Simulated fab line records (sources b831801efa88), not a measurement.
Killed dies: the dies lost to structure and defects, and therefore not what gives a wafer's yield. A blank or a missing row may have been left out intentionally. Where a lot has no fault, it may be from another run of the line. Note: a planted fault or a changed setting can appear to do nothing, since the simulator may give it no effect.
fab line records | flow sky130
record: lots: 5 wafers: 15 last-day: 50
route steps=708 shown SD_P@359 RES_XHIGH@360 SALICIDE@361 LI_CONTACT@362 PAD_OPEN@708
lots untouched by any fault: they come from a run of this same line in which no faults occurred
start-h: the number of hours between the record's first day and the start of the first shown wafer of the lot | wait-h: hours since the lot's step before | " as in the row above | L1.1+2: a row that stands for several wafers | - no value present, or no start provided | * or withheld: withheld | < > ~ a bound
route shown NAME@n: NAME is a module with steps in the file, n the number in the route of the first one | usual: mean/standard deviation of fault-free wafers | same: alike in all rows | chamber/n: place in a boat | sites: each site's reading | _std_site: the standard deviation of these | _edge_site: mean of outer sites minus mean of inner sites | radius-mm: for every site, how far away it sits from the centre of the wafer | mask NAME#n: copy n | behind: tool/chamber where the wafer was last shaped | hold: why the lot went on hold/how many hours it stayed there/how the hold came to an end | device: the transistor (n, p or np) that didn't switch | end of line: at the end of the route, the tests of the same wafers | for a step that has no rows: nothing shown but its recipe | killed: not the wafer's yield, but the dies lost to structure and defects at the first sort | map: a wafer's dies, marking killed ones x, the rest . and places with no die _
set.NAME: the run value of the setting; set.NAME@STEP: its run value at that earlier step | model.NAME: the simulator's own value behind a step, which no gauge read
certain route steps with their lots: each step a table, each wafer a row
services: from which hour (start-h, from the record's first day; less than 0 if before it) a tool's chamber was out of use, for how many hours, and why
== steps ==
step: SKY_SD_N_RS_MEAS_17
recipe: thk-meas-gauge: four-point-probe
usual: SD_P_RS: 147.1/0.37
columns lot.wafer tool chamber start-h wait-h SD_P_RS[ohm/sq]
L888.3 film-metro-01 - 633.63 0.1 146.8
L888.5 " - " " 146.7
L888.6 " - " " 146.9
L890.2 film-metro-03 - 664.69 0.1 147.4
L890.3 " - " " 147.2
L890.4 " - " " 147.5
L902.1 film-metro-01 - 788.95 0.1 147.3
L902.4 " - " " 147.2
L902.5 " - " " 147.4
L908.2 film-metro-03 - 810.69 0.1 146.9
L908.4 " - " " 147.1
L908.6 " - " " 147.2
L911.2 film-metro-02 - 827.59 0.1 147.5
L911.4 " - " " 147.6
L911.5 " - " " 147.5
step: SKY_SD_N_RS_MEAS_18
recipe: thk-meas-gauge: four-point-probe
usual: RES_XHIGH_RS: 333.6/1.1
columns lot.wafer tool chamber start-h wait-h RES_XHIGH_RS[ohm/sq]
L888.3 film-metro-01 - 633.75 0.1 334.5
L888.5 " - " " 334.6
L888.6 " - " " 332.1
L890.2 film-metro-03 - 664.81 0.1 334.9
L890.3 " - " " 334.0
L890.4 " - " " 336.6
L902.1 film-metro-01 - 789.07 0.1 332.8
L902.4 " - " " 333.1
L902.5 " - " " 332.9
L908.2 film-metro-03 - 810.81 0.1 332.7
L908.4 " - " " 333.8
L908.6 " - " " 333.4
L911.2 film-metro-02 - 827.71 0.1 332.7
L911.4 " - " " 335.3
L911.5 " - " " 334.1
step: SKY_SALICIDE_CLEAN_00
recipe: chemistry: HF-last time-s: 30 dilution: 100:1 dry: ipa-marangoni
step: SKY_LI_CONTACT_HDPCVD_00
recipe: material: PSG target-thk-nm: 930 sigma-open-frac: 0.3 time-s: 155 temp-c: 600 sih4-flow-sccm: 60 pressure-mtorr: 6
step: SKY_LI_CONTACT_THK_MEAS_01
recipe: reads: PSG_of_LI_CONTACT_HDPCVD_00
usual: LI_CONTACT_HDPCVD_THK: 937/12
columns lot.wafer tool chamber start-h wait-h LI_CONTACT_HDPCVD_THK[nm]
L888.3 film-metro-03 - 633.97 0.1 940
L888.5 " - " " 938
L888.6 " - " " 939
L890.2 film-metro-02 - 665.04 0.1 930
L890.3 " - " " 932
L890.4 " - " " 941
L902.1 film-metro-01 - 789.31 0.1 937
L902.4 " - " " 935
L902.5 " - " " 934
L908.2 film-metro-01 - 811.04 0.1 942
L908.4 " - " " 947
L908.6 " - " " 937
L911.2 film-metro-02 - 827.94 0.1 946
L911.4 " - " " 949
L911.5 " - " " 942
step: SKY_LI_CONTACT_CMP_02
recipe: material: PSG down-force-psi: 4 platen-rpm: 60 pad-velocity-m-s: 0.94248
usual: edge-zone-pressure-frac: 1.000/0.0057 motor-current-A: 12.1/1.6 time-to-endpoint-s: 32/3.7
columns lot.wafer tool chamber start-h wait-h edge-zone-pressure-frac motor-current-A time-to-endpoint-s
L888.3 cmp-01 0 634.16 0.2 1.004 11.2 30
L888.5 " 1 " " 0.989 10.7 32
L888.6 " 2 " " 0.987 14.5 34
L890.4 cmp-01 2 665.09 0.0 1.001 14.8 31
L890.2 " 3 " " 1.009 13.6 36
L890.3 " 1 " " 1.000 11.0 27
L902.4 cmp-02 0 789.37 0.0 1.001 11.1 31
L902.1 " 3 " " 0.997 13.0 38
L902.5 " 0 " " 1.001 10.9 30
L908.2 cmp-01 0 811.14 0.1 0.995 10.7 31
L908.4 " 2 " " 0.995 14.2 31
L908.6 " 0 " " 0.998 10.5 30
L911.2 cmp-02 3 828.09 0.1 0.994 12.7 37
L911.4 " 0 " " 1.000 11.7 31
L911.5 " 2 " " 1.004 12.1 38
step: SKY_LI_CONTACT_BOW_MEAS_03
recipe: mode: bow
usual: LI_CONTACT_BOW: 55/6.9
columns lot.wafer tool chamber start-h wait-h LI_CONTACT_BOW[um]
L888.3 film-metro-02 - 634.35 0.1 55
L888.5 " - " " 48
L888.6 " - " " 47
L890.2 film-metro-01 - 665.41 0.2 48
L890.3 " - " " 57
L890.4 " - " " 52
L902.1 film-metro-01 - 789.67 0.1 47
L902.4 " - " " 54
L902.5 " - " " 64
L908.2 film-metro-03 - 811.41 0.2 51
L908.4 " - " " 55
L908.6 " - " " 62
L911.2 film-metro-03 - 828.31 0.2 61
L911.4 " - " " 63
L911.5 " - " " 52
step: SKY_LI_CONTACT_DEHYDRATE_04
recipe: temp-c: 200 time-s: 60
step: SKY_LI_CONTACT_HMDS_05
recipe: prime-time-s: 60 prime-temp-c: 120
step: SKY_LI_CONTACT_COAT_06
recipe: resist: BARC temp-c: withheld time-s: withheld spin-rpm: 3000 resist-thk-nm: 60
step: SKY_LI_CONTACT_COAT_07
recipe: resist: KrF-thick spin-rpm: 3000 resist-thk-nm: 450
step: SKY_LI_CONTACT_SOFTBAKE_08
recipe: temp-c: 100 time-s: 90 resist: KrF-thick
step: SKY_LI_CONTACT_EXPOSE_09
recipe: mask-id: LICM1 na: 0.8 source-shape: annular sigma-inner: 0.55 sigma-outer: 0.85 target-cd-nm: 170 dose-mj: 38
columns lot.wafer tool chamber start-h wait-h mask
L888.3+5+6 krf-scanner-02 0 649.20 - LICM1#0
L890.2+3+4 krf-scanner-01 0 679.61 - LICM1#0
L902.1+4+5 krf-scanner-02 0 803.24 - LICM1_R1#0
L908.2+4+6 krf-scanner-01 0 824.31 - LICM1#0
L911.2+4+5 krf-scanner-01 0 842.33 - LICM1#0
step: SKY_LI_CONTACT_PEB_10
recipe: peb-temp-c: withheld peb-time-s: withheld resist: KrF-thick
step: SKY_LI_CONTACT_DEVELOP_11
recipe: develop-time-s: 60 resist: KrF-thick dev-temp-c: 20.02
usual: developer-temp-C: 20.00/0.093 resist-line-temp-C: 23.00/0.11
columns lot.wafer tool chamber start-h wait-h developer-temp-C resist-line-temp-C model.LI_CONTACT.cd-nm
L888.3 litho-track-04 0 - - 19.86 23.07 171.9
L888.5 " 0 " " 19.99 23.29 172.4
L888.6 " 0 " " 19.92 22.87 170.3
L890.2 litho-track-04 0 - - 20.01 22.94 168.3
L890.3 " 0 " " 20.00 22.99 169.8
L890.4 " 0 " " 19.97 22.98 168.3
L902.1 litho-track-02 0 - - 19.89 22.74 136.3
L902.4 " 0 " " 19.92 22.87 136.4
L902.5 " 0 " " 20.03 22.71 136.9
L908.2 litho-track-03 0 - - 20.04 23.15 171.5
L908.4 " 0 " " 20.05 22.93 171.9
L908.6 " 0 " " 19.82 23.06 171.8
L911.2 litho-track-04 0 - - 20.04 23.03 169.7
L911.4 " 0 " " 19.98 22.86 170.3
L911.5 " 0 " " 19.86 22.98 170.2
step: SKY_LI_CONTACT_CD_MEAS_12
recipe: target-cd-nm: 170
usual: cd-nm: 170.1/1.4
columns lot.wafer tool chamber start-h wait-h hold cd-nm
L888.3 cd-sem-01 - 663.18 - - 172.0
L888.5 " - " " - 172.3
L888.6 " - " " - 170.6
L890.2 cd-sem-02 - 693.76 - - 168.6
L890.3 " - " " - 169.8
L890.4 " - " " - 168.3
L902.1 cd-sem-01 - 816.74 - await-dispo/0.2h/release 136.3
L902.4 " - " " await-dispo/0.2h/release 136.5
L902.5 " - " " await-dispo/0.2h/release 137.4
L902.1 cd-sem-01 - 817.03 0.3 - 136.5
L902.4 " - " " - 136.2
L902.5 " - " " - 136.7
L908.2 cd-sem-01 - 837.35 - - 171.3
L908.4 " - " " - 172.0
L908.6 " - " " - 171.5
L911.2 cd-sem-01 - 854.96 - - 169.8
L911.4 " - " " - 170.4
L911.5 " - " " - 170.1
step: SKY_LI_CONTACT_OVL_MEAS_13
usual: LI_CONTACT_OVL: -3/5.4
columns lot.wafer tool chamber start-h wait-h hold LI_CONTACT_OVL[nm]
L888.3 overlay-01 - 663.27 0.1 - -10
L888.5 " - " " - -8
L888.6 " - " " - -12
L890.2 overlay-01 - 693.87 0.1 - -7
L890.3 " - " " - -2
L890.4 " - " " - -2
L902.1 overlay-02 - 818.09 1.0 await-dispo/0.9h/release -6
L902.4 " - " " await-dispo/0.9h/release -3
L902.5 " - " " await-dispo/0.9h/release -3
L908.2 overlay-02 - 837.46 0.1 - -6
L908.4 " - " " - 0
L908.6 " - " " - -7
L911.2 overlay-01 - 855.07 0.1 - -2
L911.4 " - " " - -3
L911.5 " - " " - -2
step: SKY_LI_CONTACT_ETCH_14
recipe: chemistry: N2/H2 target: BARC ion-energy-ev: 200 source-w: 500 bias-w: 100 pressure-mtorr: 30 n2-flow-sccm: 100 h2-flow-sccm: 200 stop-on: SiO2 time-s: 45.9 target-depth-a: 600
usual: drypump-motor-current-A: 5.5/0.42 oes-product-au: 0.853/0.0046 throttle-valve-pct: 13.224/0.0095
columns lot.wafer tool chamber start-h wait-h drypump-motor-current-A oes-product-au rf-hours-counter-h throttle-valve-pct
L888.3 rie-diel-02 3 663.30 0.0 6.1 0.850 48 13.238
L888.5 " 1 " " 5.0 0.859 - 13.230
L888.6 " 0 " " 5.0 0.861 - 13.220
L890.2 rie-diel-02 2 693.90 0.0 5.8 0.855 48 13.220
L890.3 " 1 " " 5.0 0.854 15 13.204
L890.4 " 3 " " 6.2 0.851 49 13.218
L902.1 rie-diel-01 3 818.13 0.0 5.8 0.850 15 13.232
L902.4 " 0 " " 5.9 0.849 5 13.228
L902.5 " 0 " " 5.9 0.853 - 13.233
L908.2 rie-diel-04 0 837.49 0.0 5.8 0.850 8 13.228
L908.4 " 0 " " 5.8 0.851 - 13.220
L908.6 " 3 " " 5.6 0.854 - 13.213
L911.2 rie-diel-01 3 855.10 0.0 5.8 0.857 16 13.207
L911.4 " 0 " " 5.9 0.856 - 13.225
L911.5 " 3 " " 5.8 0.854 - 13.221
step: SKY_LI_CONTACT_ETCH_15
recipe: target: PSG chemistry: C4F8/O2/Ar stop-on: Si taper-deg: 4.15 mask-material: KrF-thick source-w: 1500 bias-w: 1200 pressure-mtorr: 40 c4f8-flow-sccm: withheld O2_flow_sccm: 6 Ar_flow_sccm: 300 time-s: withheld target-depth-a: 6000
usual: oes-product-au: 0.837/0.0046
columns lot.wafer tool chamber start-h wait-h oes-product-au model.LI_CONTACT.cd-nm
L888.3 rie-diel-02 3 663.34 0.0 0.837 170.4
L888.5 " 1 " " 0.835 173.1
L888.6 " 0 " " 0.841 168.9
L890.2 rie-diel-02 2 693.94 0.0 0.836 166.9
L890.3 " 1 " " 0.844 170.5
L890.4 " 3 " " 0.838 166.2
L902.1 rie-diel-01 3 818.17 0.0 0.842 135.5
L902.4 " 0 " " 0.834 135.3
L902.5 " 0 " " 0.839 135.9
L908.2 rie-diel-04 0 837.53 0.0 0.834 172.8
L908.4 " 0 " " 0.834 173
L908.6 " 3 " " 0.843 173.3
L911.2 rie-diel-01 3 855.14 0.0 0.832 169.4
L911.4 " 0 " " 0.828 169.9
L911.5 " 3 " " 0.840 169.1
step: SKY_LI_CONTACT_STRIP_16
recipe: chemistry: O2/N2 power-w: 1400 pressure-mtorr: 1500 platen-temp-c: withheld o2-flow-sccm: 3000 n2-flow-sccm: 300 overash-fraction: 0.5
usual: drypump-motor-current-A: 5.5/0.34 oes-product-au: 0.376/0.0048 strip-time-to-endpoint-s: 3.49/0.032
columns lot.wafer tool chamber start-h wait-h drypump-motor-current-A oes-product-au rf-hours-counter-h strip-time-to-endpoint-s
L888.3 plasma-asher-02 0 663.46 - 6.1 0.372 - 3.47
L888.5 " 0 " " 6.1 0.377 - 3.50
L888.6 " 1 " " 4.8 0.370 - 3.40
L890.2 plasma-asher-01 1 694.03 - 5.5 0.373 101 3.47
L890.3 " 0 " " 5.3 0.380 - 3.54
L890.4 " 1 " " 5.5 0.378 - 3.51
L902.1 plasma-asher-02 0 818.26 - 6.1 0.382 100 3.54
L902.4 " 1 " " 4.8 0.378 - 3.52
L902.5 " 0 " " 6.1 0.375 - 3.53
L908.2 plasma-asher-01 1 837.62 - 5.5 0.382 9 3.46
L908.4 " 0 " " 5.3 0.375 - 3.47
L908.6 " 1 " " 5.5 0.382 - 3.49
L911.2 plasma-asher-04 0 855.23 - 5.8 0.380 73 3.52
L911.4 " 1 " " 5.7 0.375 - 3.49
L911.5 " 0 " " 5.8 0.380 - 3.55
step: SKY_PAD_OPEN_PROBE_99
usual: killed_at_M0_to_M3: 42/6.4 killed_at_M4_up: 2.9/1.7 killed-at-contacts: 25/5.2 killed-at-front-end: 16/4.4 killed-at-other: 0.4/0.65 killed-dies: 86/9.2 killed-on-rim: 17/3.9 killed-open: 47/6.6 killed-short: 39/5.8
same: gross-dies: 492 killed-at-back-side: 0
columns lot.wafer tool chamber start-h wait-h hold killed_at_M0_to_M3 killed_at_M4_up killed-at-contacts killed-at-front-end killed-at-other killed-dies killed-on-rim killed-open killed-short
L888.3 prober-02 - 1060.77 0.2 - 39 3 25 22 0 89 16 41 47
L888.5 prober-02 - 1060.87 0.2 - 43 3 31 14 1 92 20 45 46
L888.6 prober-02 - 1060.92 0.2 - 41 4 34 21 1 101 25 54 44
L890.2 prober-02 - 1083.01 0.1 - 46 1 25 10 0 82 14 48 34
L890.3 prober-02 - 1083.06 0.2 - 50 4 32 21 1 108 19 52 54
L890.4 prober-02 - 1083.11 0.2 - 39 5 36 20 0 100 24 57 42
L902.1 prober-01 - 1176.62 0.1 await-dispo/8.8h/release 26 2 365 11 0 404 96 33 31
L902.4 prober-01 - 1176.77 0.2 await-dispo/8.8h/release 34 1 377 10 0 422 94 48 31
L902.5 prober-01 - 1176.82 0.2 await-dispo/8.8h/release 37 6 340 15 0 398 91 44 43
L908.2 prober-02 - 1188.32 0.1 - 45 1 28 14 0 88 15 45 43
L908.4 prober-02 - 1188.42 0.2 - 48 1 30 15 0 94 17 51 43
L908.6 prober-02 - 1188.52 0.2 - 43 3 25 20 0 91 20 51 40
L911.2 prober-02 - 1202.06 0.1 - 46 4 21 17 0 88 25 43 45
L911.4 prober-02 - 1202.16 0.2 - 53 6 32 11 0 102 15 59 43
L911.5 prober-02 - 1202.21 0.2 - 50 5 26 13 0 94 22 51 43
killed by level:class
L888.3 FIELD_ISO:geometric-particle:short=10 VIA1:geometric-particle:open=10 CONTACT:geometric-particle:open=8 METAL2:geometric-particle:short=8 CONTACT:geometric-particle:short=6 LOCAL_INTERCONNECT:geometric-particle:short=5 FIELD_ISO:geometric-particle:open=4 LI_CONTACT:geometric-particle:open=4
L888.5 VIA3:geometric-particle:open=10 CONTACT:geometric-particle:short=9 CONTACT:geometric-particle:open=8 VIA1:geometric-particle:short=7 LI_CONTACT:geometric-particle:open=6 POLY_GATE:geometric-particle:open=5 VIA1:geometric-particle:open=5 METAL2:geometric-particle:short=5
L888.6 CONTACT:geometric-particle:open=15 FIELD_ISO:geometric-particle:short=8 VIA3:geometric-particle:open=8 LI_CONTACT:geometric-particle:open=7 CONTACT:geometric-particle:short=7 METAL2:geometric-particle:short=7 FIELD_ISO:geometric-particle:open=5 VIA2:geometric-particle:open=4
L890.2 VIA2:geometric-particle:open=12 VIA1:geometric-particle:open=11 LI_CONTACT:geometric-particle:open=7 CONTACT:geometric-particle:open=7 CONTACT:geometric-particle:short=5 METAL2:geometric-particle:short=5 METAL1:geometric-particle:short=5 FIELD_ISO:geometric-particle:open=4
L890.3 CONTACT:geometric-particle:open=11 VIA3:geometric-particle:open=10 VIA2:geometric-particle:open=9 CONTACT:geometric-particle:short=7 LI_CONTACT:geometric-particle:open=6 FIELD_ISO:geometric-particle:short=5 POLY_GATE:geometric-particle:open=5 LOCAL_INTERCONNECT:geometric-particle:short=5
L890.4 CONTACT:geometric-particle:open=17 VIA1:geometric-particle:open=8 VIA2:geometric-particle:open=7 LI_CONTACT:geometric-particle:open=6 LOCAL_INTERCONNECT:geometric-particle:short=6 FIELD_ISO:geometric-particle:short=5 CONTACT:geometric-particle:short=5 VIA3:geometric-particle:short=5
L902.1 LI_CONTACT:area-expose=340 LI_CONTACT:geometric-particle:open=7 LOCAL_INTERCONNECT:geometric-particle:short=7 CONTACT:geometric-particle:open=6 METAL1:geometric-particle:short=4 VIA2:geometric-particle:open=4 FIELD_ISO:geometric-particle:open=3 POLY_GATE:geometric-particle:short=3
L902.4 LI_CONTACT:area-expose=343 VIA1:geometric-particle:open=13 LI_CONTACT:geometric-particle:open=12 CONTACT:geometric-particle:open=9 LI_CONTACT:geometric-particle:short=5 VIA1:geometric-particle:short=5 VIA3:geometric-particle:open=5 METAL2:geometric-particle:short=4
L902.5 LI_CONTACT:area-expose=311 CONTACT:geometric-particle:open=10 METAL2:geometric-particle:short=8 LI_CONTACT:geometric-particle:open=8 FIELD_ISO:geometric-particle:short=5 VIA3:geometric-particle:open=5 VIA1:geometric-particle:open=5 LI_CONTACT:geometric-particle:short=4
L908.2 VIA1:geometric-particle:open=13 LI_CONTACT:geometric-particle:open=10 METAL2:geometric-particle:short=9 CONTACT:geometric-particle:open=6 CONTACT:geometric-particle:short=6 VIA1:geometric-particle:short=6 VIA3:geometric-particle:open=6 FIELD_ISO:geometric-particle:short=5
L908.4 VIA2:geometric-particle:open=10 CONTACT:geometric-particle:open=9 VIA1:geometric-particle:open=9 FIELD_ISO:geometric-particle:open=7 CONTACT:geometric-particle:short=7 VIA1:geometric-particle:short=7 LI_CONTACT:geometric-particle:open=6 METAL2:geometric-particle:short=6
L908.6 CONTACT:geometric-particle:open=11 METAL2:geometric-particle:short=9 VIA1:geometric-particle:open=8 LI_CONTACT:geometric-particle:open=7 FIELD_ISO:geometric-particle:short=6 METAL1:geometric-particle:short=6 VIA1:geometric-particle:short=6 POLY_GATE:geometric-particle:open=5
L911.2 VIA3:geometric-particle:open=9 METAL1:geometric-particle:short=8 CONTACT:geometric-particle:open=8 VIA1:geometric-particle:open=6 VIA1:geometric-particle:short=5 SPACER:geometric-particle:open=4 LI_CONTACT:geometric-particle:short=4 METAL2:geometric-particle:short=4
L911.4 CONTACT:geometric-particle:open=13 METAL1:geometric-particle:short=9 VIA1:geometric-particle:open=9 METAL2:geometric-particle:short=8 LI_CONTACT:geometric-particle:open=7 VIA2:geometric-particle:open=6 VIA3:geometric-particle:open=6 FIELD_ISO:geometric-particle:open=4
L911.5 VIA3:geometric-particle:open=13 VIA1:geometric-particle:open=9 METAL2:geometric-particle:short=9 LI_CONTACT:geometric-particle:open=8 CONTACT:geometric-particle:open=8 LOCAL_INTERCONNECT:geometric-particle:short=5 VIA2:geometric-particle:open=5 POLY_GATE:geometric-particle:short=4
map L902.4 (x killed, . not)
__________xxxxxxxxxx_________
________xxxxxxxxxxxxxx_______
______xxxxxxxxxxxxxxxxxx_____
_____xxxxxxxxxxxxxxxxxxxx____
____xxxxxxxxxxxxxxxxxxxxxx___
___xxxxxxxxxxx..x.xxxxxxxxx__
__xxxxxxxxx.xxx.xxx.xxxxxxxx_
_xxxxxxx.xxxxxxxx.x.xxxxxxxxx
_xxxxxxxxxxxxx.x.xxxx.xxxxxxx
_xxxxx.xxxxx..x...xx..xxxxxxx
_xxxxxxx.xx..x.xx.xxxxxx.xxxx
_xxxxxxx.xx.xx.xxxxxxx.xxxxxx
_xxx.xxxx.x...xxx.....xxxxxxx
_xxxxxx....xx.xxx.xxxxxxxxxxx
_xxxxxxxxxxxx...xx.x.x.xxxxxx
__.xxx.xxxxx.xx.xxxxxxxxxxxx_
___xxxxxx.x...x.x..xxxxxxxx__
____xxxxx.x.xxx..xxxxxxxxx___
_____xxxxxxxx.xxxxx.xxxxx____
______xxxxxxxxxxxxxxxxxx_____
________x.xxxxxxxxxxxx_______
__________xxxxxxxxxx_________
map L888.6 (x killed, . not)
__________..x.x....._________
________..x..xx...x..._______
______..x...x..........x_____
_____.........xx....x....____
____.x........xx....x..xx.___
___..x.x.xx..........x....x__
__.x.......x..........xx...._
_xx.....x.......x.xx..x......
_.x..x...xx..xx..x...........
_....x.xx......x...x.....x...
_x........x.x...x..x.......x.
_....x..x...x.....x....x.....
_x.........x.......x..x.x....
_....x.............x.......xx
_x.x............x..x........x
__.x...........x.....x......_
___xx..x.....x.............__
____...x.x.....x..xxxx.x.x___
_____..x.x...x...........____
______..xxx....x........_____
________x........x...._______
__________..x..x.x.._________
== services ==
columns tool chamber start-h hours kind
rie-diel-02 1 615.32 3.7 repair
cmp-01 - 616.22 2.5 repair
rie-diel-02 3 616.41 3.5 repair
cmp-01 - 647.69 5.8 pm
krf-scanner-01 - 648.31 1.0 pm
krf-scanner-01 - 671.55 0.8 pm
cmp-01 - 679.36 1.5 repair
rie-diel-01 - 696.57 2.8 pm
cmp-01 - 700.60 0.5 repair
cmp-01 - 703.89 0.9 repair
rie-diel-01 - 703.91 14.6 pm
rie-diel-01 3 720.52 4.3 repair
rie-diel-02 2 720.96 6.7 repair
cmp-01 - 734.78 4.2 pm
rie-diel-02 0 738.20 9.5 repair
cmp-01 - 744.34 4.0 pm
krf-scanner-01 - 766.19 1.3 pm
rie-diel-02 2 773.42 17.0 repair
cmp-01 - 773.65 0.3 repair
cmp-01 - 775.41 0.7 repair
rie-diel-02 1 802.30 9.7 repair
rie-diel-01 2 821.71 4.1 repair
rie-diel-02 0 841.31 7.5 repair
rie-diel-01 1 851.81 9.4 repair
== key ==
first-sign: step: SKY_LI_CONTACT_EXPOSE_09 reading: mask direction: changed
effect: step: SKY_LI_CONTACT_CD_MEAS_12 reading: visit direction: added
effect: step: SKY_LI_CONTACT_CD_MEAS_12 reading: cd-nm direction: down sigmas: 24 usual: 170.1 struck: 136.7
effect: step: SKY_PAD_OPEN_PROBE_99 reading: killed-at-contacts direction: up sigmas: 64 usual: 25 struck: 361
model-effect: step: SKY_LI_CONTACT_DEVELOP_11 value: LI_CONTACT.cd-nm without: 170.6 struck: 136.6
model-effect: step: SKY_LI_CONTACT_ETCH_15 value: LI_CONTACT.cd-nm without: 169.6 struck: 135.6
more-kills-born-at: SKY_LI_CONTACT_EXPOSE_09@krf-scanner-02: 994
met-at SKY_LI_CONTACT_EXPOSE_09
struck-wafers L902.1,L902.4,L902.5
later-rows-left-out L902.1,L902.4,L902.5
tester-left-out L902
onset-between 649.20 803.24
fault: kind: wrong-mask tool: any chamber: - onset-h: 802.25 steps: SKY_LI_CONTACT_EXPOSE_09 aux-copy: LICM1_R1#0 cd-offset-nm: -34 scope: struck-lots-only
tester-left-out: of these lots the tester's yield and bins aren't shown, on N5 and GAA mostly nor the transistor test; their killed dies are dies lost to structure and defects alone, not to doping, threshold or leakage, so they don't give the yield
later-rows-left-out: the simulator's readings of these wafers behind a module that went badly wrong aren't trusted and aren't shown, but for the sort
